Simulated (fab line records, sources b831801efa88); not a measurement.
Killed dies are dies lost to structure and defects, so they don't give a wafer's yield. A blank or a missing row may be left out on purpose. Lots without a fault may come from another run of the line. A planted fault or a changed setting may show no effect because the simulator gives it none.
Which tool did it? | flow sky130 | 12 lots, 36 wafers sampled, at 2 steps of a route of 708

WHAT THE GAUGES READ, wafer by wafer
SKY_METAL1_RS_MEAS_05: measures by four-point-probe.
lot  | measured     | on            | METAL1_ALCU_RS (ohm/sq)
L075 | day 32 00:14 | film_metro-02 | 0.1266 0.1261 0.1271
L077 | day 32 21:13 | film_metro-01 | 0.1271 0.1279 0.1283
L079 | day 33 06:37 | film_metro-02 | 0.1255 0.1248 0.1242
L081 | day 33 23:41 | film_metro-04 | 0.1268 0.1274 0.1275
L083 | day 34 13:20 | film_metro-01 | 0.1261 0.1250 0.1252
L085 | day 35 07:34 | film_metro-04 | 0.1260 0.1265 0.1257
L087 | day 35 23:36 | film_metro-04 | 0.1277 0.1280 0.1272
L089 | day 36 18:47 | film_metro-01 | 0.1280 0.1298 0.1278
L091 | day 37 07:59 | film_metro-01 | 0.1236 0.1246 0.1236
L093 | day 37 18:48 | film_metro-02 | 0.1267 0.1275 0.1277
L095 | day 38 09:58 | film_metro-02 | 0.1251 0.1239 0.1240
L097 | day 39 10:43 | film_metro-01 | 0.1271 0.1268 0.1268

WHICH TOOL RAN EACH LOT (tool, then ch and the chambers of the sampled wafers, then the start)
lot  | SKY_METAL1_SPUTTER_00
L075 | pvd_sputter-01, day 32 00:07
L077 | pvd_sputter-03, day 32 21:04
L079 | pvd_sputter-03, day 33 06:26
L081 | pvd_sputter-02, day 33 23:32
L083 | pvd_sputter-02, day 34 13:10
L085 | pvd_sputter-02, day 35 07:25
L087 | pvd_sputter-02, day 35 23:28
L089 | pvd_sputter-01, day 36 18:38
L091 | pvd_sputter-02, day 37 07:48
L093 | pvd_sputter-02, day 37 18:38
L095 | pvd_sputter-01, day 38 09:49
L097 | pvd_sputter-01, day 39 10:32
- SKY_METAL1_SPUTTER_00: material Ti, target thk 15 nm, time 10 s.

THE ANSWER, worked out from the rows above alone
Rule: what is usual is taken from the lots themselves. Put in order of their means at a reading, lots are off if they are a third of the lots or fewer, leave a main group of 4 or more, and stand apart from it by a gap of 3 or more times the standard deviation of the main group's means; of several such gaps the widest counts. A main group whose means are all the same, to the digits that the tables above print for the reading, isn't used. A lot without any number at a reading at which 4 lots or more have one is off too. The other lots that the step has rows for count as sound.
No lot is off at any reading shown: from this, nothing can be told.

WHAT THE SIMULATOR HAD PUT IN
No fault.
